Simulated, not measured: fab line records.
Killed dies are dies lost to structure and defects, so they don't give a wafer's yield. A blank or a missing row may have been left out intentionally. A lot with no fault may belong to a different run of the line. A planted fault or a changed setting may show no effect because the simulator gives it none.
Chamber matching + flow gf180mcu + pecvd-04 running GF_SAB_CVD_00: 3 sister chambers
The step deposits SiO2 from TEOS, target thk 50 nm, time 4.9302 s. 6 wafers are shown with their chamber, then 7 later ones without.

## WAFERS PAIRED WITH THEIR CHAMBERS
| wafer  | chamber | heaterPowerW (W) |
|--------|---------|------------------|
| L229.6 | 0       | 659              |
| L230.1 | 1       | 669              |
| L230.4 | 1       | 647              |
| L230.6 | 2       | 671              |
| L233.2 | 2       | 681              |
| L233.4 | 0       | 566              |

## WAFERS WITHOUT THEIR CHAMBER
| wafer  | heaterPowerW (W) |
|--------|------------------|
| L233.5 | 651              |
| L238.1 | 641              |
| L238.4 | 641              |
| L238.5 | 640              |
| L244.4 | 633              |
| L244.5 | 605              |
| L244.6 | 519              |

## EACH ONE'S CHAMBER
| wafer  | from the rows above          | in truth |
|--------|------------------------------|----------|
| L233.5 | can't be placed: 1 or 2 or 0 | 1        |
| L238.1 | can't be placed: 1 or 0 or 2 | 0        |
| L238.4 | can't be placed: 1 or 0 or 2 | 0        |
| L238.5 | can't be placed: 1 or 0 or 2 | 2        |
| L244.4 | can't be placed: 0 or 1 or 2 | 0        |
| L244.5 | can't be placed: 0 or 1 or 2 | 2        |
| L244.6 | can't be placed: 0 or 1 or 2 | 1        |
Correctly placed: 0 of 7. These rows do not allow placing 7 (true chamber among the candidates in 7). Wrongly placed: 0.
How it was worked out, from the rows above alone: a wafer's distance from a chamber is the root of the sum, over the readings, of the square of ((its reading less the chamber's mean) divided by the reading's scatter). If the next closest chamber is less than 2 further off than the closest, the wafer can't be placed; otherwise it belongs to the closest. A chamber's mean is the mean of its shown wafers. The scatter is the square root of a quotient: the sum, over the shown wafers, of each reading's squared deviation from its chamber's mean, divided by wafers minus chambers.
